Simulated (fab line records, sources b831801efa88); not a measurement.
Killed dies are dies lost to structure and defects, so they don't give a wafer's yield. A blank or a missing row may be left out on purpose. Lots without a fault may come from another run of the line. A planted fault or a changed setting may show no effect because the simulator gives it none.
Which tool did it? | flow sky130 | 12 lots, 36 wafers sampled, at 5 steps of a route of 708

WHAT THE GAUGES READ, wafer by wafer
SKY_SD_N_RS_MEAS_16: measures by four-point-probe.
lot  | measured     | on            | SD_N_RS (ohm/sq)
L725 | day 27 17:10 | film_metro-02 | 68.59 68.54 68.56
L727 | day 28 12:58 | film_metro-02 | 68.43 68.30 68.32
L728 | day 28 21:08 | film_metro-02 | 68.43 68.46 68.44
L730 | day 29 18:35 | film_metro-02 | 68.45 68.43 68.38
L731 | day 29 21:58 | film_metro-03 | 68.42 68.55 68.38
L732 | day 30 16:07 | film_metro-03 | 68.43 68.69 68.61
L736 | day 31 18:47 | film_metro-03 | 68.41 68.59 68.46
L737 | day 32 01:59 | film_metro-04 | 68.62 68.42 68.63
L738 | day 32 06:22 | film_metro-02 | 68.58 68.56 68.62
L743 | day 34 07:58 | film_metro-02 | 68.66 68.48 68.36
L745 | day 34 13:05 | film_metro-03 | 68.64 68.65 68.62
L748 | day 35 01:55 | film_metro-04 | 68.40 68.57 68.46

SKY_CONTACT_THK_MEAS_03.
lot  | measured     | on            | CONTACT_HDPCVD_THK (nm)
L725 | day 30 05:04 | film_metro-02 | 572 565 569
L727 | day 31 00:36 | film_metro-03 | 570 572 578
L728 | day 31 08:06 | film_metro-03 | 568 567 574
L730 | day 32 06:00 | film_metro-02 | 576 573 565
L731 | day 32 07:53 | film_metro-01 | 560 573 568
L732 | day 33 01:32 | film_metro-03 | 561 561 569
L736 | day 34 01:35 | film_metro-02 | 557 556 561
L737 | day 34 11:18 | film_metro-02 | 575 690 577
L738 | day 34 16:58 | film_metro-03 | 559 680 573
L743 | day 36 15:32 | film_metro-03 | 560 558 567
L745 | day 36 20:28 | film_metro-02 | 563 569 561
L748 | day 37 08:35 | film_metro-01 | 571 574 572

WHICH TOOL RAN EACH LOT (tool, then ch and the chambers of the sampled wafers, then the start)
lot  | SKY_LI_CONTACT_ETCH_15             | SKY_LI_CONTACT_CMP_24         | SKY_CONTACT_HDPCVD_02
L725 | rie_diel-03 ch 1,2,3, day 28 22:20 | cmp-01 ch 0,3, day 28 23:13   | hdpcvd-02 ch 0,1, day 30 04:59
L727 | rie_diel-03 ch 0,2, day 29 18:07   | cmp-02 ch 1,2, day 29 19:13   | hdpcvd-01 ch 0,1, day 31 00:31
L728 | rie_diel-03 ch 1,2, day 30 02:21   | cmp-01 ch 0,1,3, day 30 03:13 | hdpcvd-01 ch 0,1,2, day 31 08:02
L730 | rie_diel-01 ch 0,1,3, day 31 00:01 | cmp-01 ch 2,3, day 31 00:56   | hdpcvd-01 ch 0,1, day 32 05:56
L731 | rie_diel-01 ch 2,3, day 31 02:38   | cmp-01 ch 0,2,3, day 31 03:29 | hdpcvd-01 ch 0,2, day 32 07:48
L732 | rie_diel-03 ch 0,2,3, day 31 20:47 | cmp-02 ch 1,2, day 31 21:37   | hdpcvd-02 ch 0,2, day 33 01:27
L736 | rie_diel-03 ch 1,2,3, day 32 22:45 | cmp-01 ch 0,1, day 32 23:37   | hdpcvd-02 ch 0,2, day 34 01:31
L737 | rie_diel-03 ch 0,2, day 33 06:47   | cmp-01 ch 0,2,3, day 33 07:57 | hdpcvd-01 ch 0,1,2, day 34 11:14
L738 | rie_diel-04 ch 0,1,3, day 33 10:11 | cmp-01 ch 0,2,3, day 33 13:34 | hdpcvd-01 ch 0,1,2, day 34 16:53
L743 | rie_diel-04 ch 0,1,3, day 35 11:24 | cmp-01 ch 0,3, day 35 12:13   | hdpcvd-02 ch 0,1, day 36 15:28
L745 | rie_diel-03 ch 0,2, day 35 16:24   | cmp-01 ch 0,2, day 35 17:21   | hdpcvd-02 ch 0,1,2, day 36 20:24
L748 | rie_diel-03 ch 0,1,2, day 36 04:56 | cmp-01 ch 0,1, day 36 05:48   | hdpcvd-01 ch 0,2, day 37 08:30
- SKY_LI_CONTACT_ETCH_15: etches PSG in C4F8/O2/Ar, stops on Si, target depth 600 nm.
- SKY_LI_CONTACT_CMP_24: polishes, stops on PSG, t overpolish 20 s, target thk 0 nm.
- SKY_CONTACT_HDPCVD_02: deposits SiO2, target thk 565 nm, time 94.2 s.

WHAT THE TOOLS THEMSELVES READ (means of the sampled wafers that have a number; where no wafer has one, the mark that the record gives instead)
SKY_LI_CONTACT_ETCH_15.
lot  | tool        | oes_product_au (a.u.)
L725 | rie_diel-03 | 0.838
L727 | rie_diel-03 | 0.832
L728 | rie_diel-03 | 0.835
L730 | rie_diel-01 | 0.839
L731 | rie_diel-01 | 0.834
L732 | rie_diel-03 | 0.839
L736 | rie_diel-03 | 0.838
L737 | rie_diel-03 | 0.835
L738 | rie_diel-04 | 0.836
L743 | rie_diel-04 | 0.832
L745 | rie_diel-03 | 0.844
L748 | rie_diel-03 | 0.840

SKY_LI_CONTACT_CMP_24.
lot  | tool   | motor_current_A (A) | overpolish_run_s (s) | time_to_endpoint_s (s)
L725 | cmp-01 | 9.4                 | 19.997               | 96.4
L727 | cmp-02 | 11.6                | 19.993               | 99.2
L728 | cmp-01 | 9.8                 | 20.000               | 97.3
L730 | cmp-01 | 11.3                | 20.009               | 99.2
L731 | cmp-01 | 10.1                | 20.003               | 97.4
L732 | cmp-02 | 11.9                | 19.997               | 98.0
L736 | cmp-01 | 9.9                 | 20.000               | 94.4
L737 | cmp-01 | 9.9                 | 20.003               | 95.6
L738 | cmp-01 | 10.3                | 19.991               | 100.5
L743 | cmp-01 | 9.1                 | 20.005               | 96.0
L745 | cmp-01 | 10.9                | 20.012               | 94.4
L748 | cmp-01 | 10.3                | 20.005               | 96.4

SKY_CONTACT_HDPCVD_02.
lot  | tool      | sih4_flow_sccm (sccm)
L725 | hdpcvd-02 | 59.81
L727 | hdpcvd-01 | 60.11
L728 | hdpcvd-01 | 59.97
L730 | hdpcvd-01 | 59.90
L731 | hdpcvd-01 | 59.73
L732 | hdpcvd-02 | 59.98
L736 | hdpcvd-02 | 60.01
L737 | hdpcvd-01 | 64.05
L738 | hdpcvd-01 | 64.06
L743 | hdpcvd-02 | 60.21
L745 | hdpcvd-02 | 60.10
L748 | hdpcvd-01 | 60.01

THE ANSWER, worked out from the rows above alone
Rule: what is usual is taken from the lots themselves. Put in order of their means at a reading, lots are off if they are a third of the lots or fewer, leave a main group of 4 or more, and stand apart from it by a gap of 3 or more times the standard deviation of the main group's means; of several such gaps the widest counts. A main group whose means are all the same, to the digits that the tables above print for the reading, isn't used. A lot without any number at a reading at which 4 lots or more have one is off too. The other lots that the step has rows for count as sound. The gauges are gone through in route order, then the tools' own readings, and for those a lot's mean is taken as printed above. The first step at which some lot is off is used, and at that step the reading that is off furthest; a lot without a number counts as furthest.
Off: L737, L738, at SKY_CONTACT_THK_MEAS_03 (CONTACT_HDPCVD_THK). The main group: mean 567 nm, standard deviation 4.7.
A tool fits if, at a process step before that reading, it ran every lot that is off, and no sound lot after the first of them. The gauges at SKY_CONTACT_THK_MEAS_03 aren't tried: what is off there is off at SKY_CONTACT_HDPCVD_02 too, on other tools, and a gauge's error can't cause that. None of those tried fits.

WHAT THE SIMULATOR HAD PUT IN
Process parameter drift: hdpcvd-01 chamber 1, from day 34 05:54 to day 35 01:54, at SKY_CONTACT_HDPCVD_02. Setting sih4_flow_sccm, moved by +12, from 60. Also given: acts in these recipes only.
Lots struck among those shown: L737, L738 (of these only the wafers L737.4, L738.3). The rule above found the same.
